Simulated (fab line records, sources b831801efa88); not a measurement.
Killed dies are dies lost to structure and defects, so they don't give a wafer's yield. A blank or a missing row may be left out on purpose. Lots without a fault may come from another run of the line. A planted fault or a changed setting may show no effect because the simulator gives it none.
Which tool did it? | flow gf180mcu | 6 lots, 18 wafers sampled, at 4 steps of a route of 602

WHAT THE GAUGES READ, wafer by wafer
GF_V3_THK_MEAS_01.
lot  | measured     | on            | V3_CVD_00_THK (nm)
L404 | day 21 17:43 | film_metro-03 | 598 607 592
L406 | day 22 12:45 | film_metro-04 | 604 596 613
L416 | day 26 09:23 | film_metro-03 | 723 595 613
L418 | day 26 19:02 | film_metro-02 | 590 598 601
L420 | day 27 10:14 | film_metro-04 | 581 602 586
L425 | day 28 18:38 | film_metro-04 | 591 614 607

WHICH TOOL RAN EACH LOT (tool, then ch and the chambers of the sampled wafers, then the start)
lot  | GF_M3_SPUTTER_00             | GF_M3_METAL_ETCH_16               | GF_V3_CVD_00
L404 | pvd_sputter-02, day 20 16:14 | rie_metal-02 ch 0,1, day 21 17:01 | hdpcvd-02 ch 0,1,2, day 21 17:39
L406 | pvd_sputter-02, day 21 11:55 | rie_metal-01 ch 0, day 22 11:56   | hdpcvd-02 ch 0,1,2, day 22 12:40
L416 | pvd_sputter-04, day 25 11:02 | rie_metal-03 ch 0,1, day 26 08:40 | hdpcvd-02 ch 0,1,2, day 26 09:18
L418 | pvd_sputter-04, day 25 21:01 | rie_metal-03 ch 0,1, day 26 18:19 | hdpcvd-01 ch 0,1,2, day 26 18:57
L420 | pvd_sputter-01, day 26 13:14 | rie_metal-03 ch 0,1, day 27 09:30 | hdpcvd-01 ch 1,2, day 27 10:08
L425 | pvd_sputter-01, day 27 22:15 | rie_metal-01 ch 0,1, day 28 17:56 | hdpcvd-01 ch 0,1,2, day 28 18:33
- GF_M3_SPUTTER_00: material Ti, target thk 37.5 nm, time 150 s.
- GF_M3_METAL_ETCH_16: etches the open film in Cl2/BCl3, stops on SiO2, target depth 627.5 nm, time 104.6 s.
- GF_V3_CVD_00: deposits SiO2, target thk 600 nm, time 100 s.

THE ANSWER, worked out from the rows above alone
Rule: what is usual is taken from the lots themselves. Put in order of their means at a reading, lots are off if they are a third of the lots or fewer, leave a main group of 4 or more, and stand apart from it by a gap of 3 or more times the standard deviation of the main group's means; of several such gaps the widest counts. A main group whose means are all the same, to the digits that the tables above print for the reading, isn't used. A lot without any number at a reading at which 4 lots or more have one is off too. The other lots that the step has rows for count as sound.
Off: L416, at GF_V3_THK_MEAS_01 (V3_CVD_00_THK). The main group: mean 599 nm, standard deviation 5.4.
A tool fits if, at a process step before that reading, it ran every lot that is off, and no sound lot after the first of them. The gauges at GF_V3_THK_MEAS_01 are tried like those tools. Can't be told from this: 2 tools fit, hdpcvd-02 at GF_V3_CVD_00, film_metro-03 at GF_V3_THK_MEAS_01.

WHAT THE SIMULATOR HAD PUT IN
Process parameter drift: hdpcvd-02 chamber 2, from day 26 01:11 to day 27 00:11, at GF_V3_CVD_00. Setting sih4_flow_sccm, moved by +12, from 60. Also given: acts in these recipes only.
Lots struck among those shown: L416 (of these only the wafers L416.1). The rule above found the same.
